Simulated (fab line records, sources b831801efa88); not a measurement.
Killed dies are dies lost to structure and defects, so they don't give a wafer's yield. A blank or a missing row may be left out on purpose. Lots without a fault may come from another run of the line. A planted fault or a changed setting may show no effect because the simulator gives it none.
Which tool did it? | flow sky130 | 12 lots, 36 wafers sampled, at 3 steps of a route of 708

WHAT THE GAUGES READ, wafer by wafer
SKY_VIA4_THK_MEAS_20: measures by xrf.
lot  | measured     | on            | VIA4_W_THK (nm)
L692 | day 43 22:59 | film_metro-01 | 519 514 519
L694 | day 44 01:39 | film_metro-03 | 507 511 504
L693 | day 44 02:55 | film_metro-03 | 514 509 512
L695 | day 44 04:37 | film_metro-01 | 512 513 514
L699 | day 45 09:11 | film_metro-01 | 511 517 513
L700 | day 45 12:11 | film_metro-03 | 503 504 501
L702 | day 45 20:03 | film_metro-02 | 523 525 523
L706 | day 47 05:11 | film_metro-02 | 528 523 526
L707 | day 47 11:15 | film_metro-03 | 521 519 511
L709 | day 47 23:31 | film_metro-03 | 508 504 505
L713 | day 49 05:57 | film_metro-02 | 531 530 530
L712 | day 49 09:09 | film_metro-03 | 502 506 511

WHICH TOOL RAN EACH LOT (tool, then ch and the chambers of the sampled wafers, then the start)
lot  | SKY_METAL4_DESCUM_15              | SKY_METAL4_ETCH_17
L692 | rie_metal-02 ch 0,1, day 42 22:13 | rie_diel-02 ch 0,1,2, day 42 22:20
L694 | rie_metal-02 ch 0,1, day 43 00:57 | rie_diel-04 ch 0,1,3, day 43 01:05
L693 | rie_metal-04 ch 0,1, day 43 02:00 | rie_diel-02 ch 0,2, day 43 02:08
L695 | rie_metal-04 ch 0,1, day 43 03:20 | rie_diel-01 ch 0,3, day 43 03:28
L699 | rie_metal-01 ch 0,1, day 44 09:35 | rie_diel-02 ch 0,2, day 44 09:43
L700 | rie_metal-02 ch 0,1, day 44 12:09 | rie_diel-04 ch 0,1,2, day 44 12:17
L702 | rie_metal-01 ch 1, day 44 20:47   | rie_diel-04 ch 0,1, day 44 20:55
L706 | rie_metal-01 ch 0,1, day 46 06:05 | rie_diel-04 ch 1,2, day 46 06:13
L707 | rie_metal-01 ch 0,1, day 46 11:24 | rie_diel-02 ch 0,1, day 46 11:32
L709 | rie_metal-04 ch 0,1, day 47 03:07 | rie_diel-02 ch 0,1,2, day 47 03:14
L713 | rie_metal-02 ch 0,1, day 48 09:59 | rie_diel-04 ch 0,1,2, day 48 10:07
L712 | rie_metal-04 ch 0,1, day 48 13:13 | rie_diel-01 ch 0,1, day 48 13:20
- SKY_METAL4_DESCUM_15: chemistry O2, time 8 s.
- SKY_METAL4_ETCH_17: etches SiO2 in C4F8/O2/Ar, stops on TiN, time 3.9 s, target depth 15 nm.

WHAT THE TOOLS THEMSELVES READ (means of the sampled wafers that have a number; where no wafer has one, the mark that the record gives instead)
SKY_METAL4_DESCUM_15.
lot  | tool         | drypump_motor_current_A (A) | oes_product_au (a.u.)
L692 | rie_metal-02 | 6.0                         | 1.007
L694 | rie_metal-02 | 6.0                         | 1.006
L693 | rie_metal-04 | 5.6                         | 0.991
L695 | rie_metal-04 | 5.9                         | 0.990
L699 | rie_metal-01 | 5.4                         | 0.990
L700 | rie_metal-02 | 6.2                         | 0.997
L702 | rie_metal-01 | 5.1                         | 0.995
L706 | rie_metal-01 | 5.8                         | 0.999
L707 | rie_metal-01 | 5.4                         | 0.984
L709 | rie_metal-04 | 5.8                         | 0.997
L713 | rie_metal-02 | 6.2                         | 0.998
L712 | rie_metal-04 | 5.9                         | 0.989

SKY_METAL4_ETCH_17.
lot  | tool        | oes_product_au (a.u.)
L692 | rie_diel-02 | 0.754
L694 | rie_diel-04 | 0.745
L693 | rie_diel-02 | 0.747
L695 | rie_diel-01 | 0.746
L699 | rie_diel-02 | 0.754
L700 | rie_diel-04 | 0.751
L702 | rie_diel-04 | 0.749
L706 | rie_diel-04 | 0.758
L707 | rie_diel-02 | 0.747
L709 | rie_diel-02 | 0.755
L713 | rie_diel-04 | 0.761
L712 | rie_diel-01 | 0.751

THE ANSWER, worked out from the rows above alone
Rule: what is usual is taken from the lots themselves. Put in order of their means at a reading, lots are off if they are a third of the lots or fewer, leave a main group of 4 or more, and stand apart from it by a gap of 3 or more times the standard deviation of the main group's means; of several such gaps the widest counts. A main group whose means are all the same, to the digits that the tables above print for the reading, isn't used. A lot without any number at a reading at which 4 lots or more have one is off too. The other lots that the step has rows for count as sound. The gauges are gone through in route order, then the tools' own readings, and for those a lot's mean is taken as printed above. The first step at which some lot is off is used, and at that step the reading that is off furthest; a lot without a number counts as furthest.
No lot is off at any reading shown: from this, nothing can be told.

WHAT THE SIMULATOR HAD PUT IN
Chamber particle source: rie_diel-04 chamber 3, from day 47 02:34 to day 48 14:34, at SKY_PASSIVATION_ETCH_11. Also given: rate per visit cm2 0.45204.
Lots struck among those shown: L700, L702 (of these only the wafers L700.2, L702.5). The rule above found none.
